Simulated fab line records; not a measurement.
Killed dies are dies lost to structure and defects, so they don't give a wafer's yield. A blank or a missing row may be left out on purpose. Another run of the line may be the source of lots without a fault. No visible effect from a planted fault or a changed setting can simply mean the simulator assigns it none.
2 desks, one fault / flow gf180mcu / each desk holds nothing but its own numbers, with what lay behind them at the end

## FOR THE TOOL OWNER'S DESK: implanter-02
The tool's own readings at GF_DNWELL_IMPLANT_07, given as means over the sampled wafers that have a number, one for each lot that went through this tool. Any lot whose mean is over 4 standard deviations away from the usual mean is out of limits and marked OUT; that distance is given in the brackets.
Columns: A = dose-ions-cm2 at GF_DNWELL_IMPLANT_07, usual 9.998e+12; B = faraday-current-uA at GF_DNWELL_IMPLANT_07, usual 56.4
lot=L569; first seen here=day 2 18:28; A=9.980e+12; B=56.8
lot=L571; first seen here=day 3 05:37; A=1.001e+13; B=56.6
lot=L574; first seen here=day 3 20:52; A=9.994e+12; B=56.1
lot=L577; first seen here=day 4 11:50; A=6.922e+12 (-99 or more) OUT; B=39.1 (-16) OUT
lot=L578; first seen here=day 4 19:28; A=6.946e+12 (-99 or more) OUT; B=39.3 (-16) OUT
Finding of this desk: L577, L578 out of limits; the first was L577 at day 4 11:50, on dose-ions-cm2 at GF_DNWELL_IMPLANT_07. Within limits: L569, L571, L574.

## METROLOGY DESK
What the gauges read for every lot (on any tool): the sampled wafers with a number, averaged. Any lot whose mean is over 4 standard deviations away from the usual mean is out of limits and marked OUT; that distance is given in the brackets.
Columns: A = DNWELL_TW at GF_DNWELL_TW_MEAS_09, usual 1343; B = cd-nm at GF_POLY_GATE_CD_MEAS_18, usual 279.4 nm; C = HV_LDD_01_OVL at GF_HV_LDD_OVL_MEAS_20, usual 0.2 nm
lot=L569; first seen here=day 2 18:43; A=1344; B=280.4; C=-0.0
lot=L570; first seen here=day 3 00:34; A=1330; B=279.0; C=-0.5
lot=L571; first seen here=day 3 05:50; A=1370; B=280.9; C=-0.7
lot=L572; first seen here=day 3 10:20; A=1382; B=279.4; C=0.1
lot=L573; first seen here=day 3 17:22; A=1338; B=279.2; C=1.6
lot=L574; first seen here=day 3 21:07; A=1360; B=277.1; C=-0.2
lot=L577; first seen here=day 4 12:04; A=1170 (-13) OUT; B=280.2; C=0.9
lot=L578; first seen here=day 4 19:43; A=1192 (-12) OUT; B=277.8; C=-0.0
lot=L580; first seen here=day 5 05:28; A=1337; B=279.7; C=0.1
lot=L588; first seen here=day 6 23:40; A=1340; B=281.0; C=0.0
lot=L590; first seen here=day 7 10:18; A=1359; B=278.9; C=-1.5
lot=L592; first seen here=day 7 20:08; A=1346; B=282.3; C=1.3
This desk finds L577, L578 out of limits, with the earliest case on L577 at day 4 12:04 (DNWELL_TW at GF_DNWELL_TW_MEAS_09). Within limits: L569, L570, L571, L572, L573, L574, L580, L588, L590, L592.

## PUT TOGETHER
At day 4 11:50, on L577, L578, the tool owner's desk was in a position to raise an alarm.
At day 4 12:04 the metrology desk could have sounded an alarm, on L577, L578.
On implanter-02, each named lot ran GF_DNWELL_IMPLANT_07.

## WHAT THE SIMULATOR HAD INSERTED
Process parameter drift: implanter-02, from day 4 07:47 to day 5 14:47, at GF_DNWELL_IMPLANT_07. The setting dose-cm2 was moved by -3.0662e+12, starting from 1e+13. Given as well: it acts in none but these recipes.
Lots struck among those shown: L577, L578.
Time in hours from fault onset to the first out-of-limits reading at each desk: tool owner's desk 4, metrology desk 4.
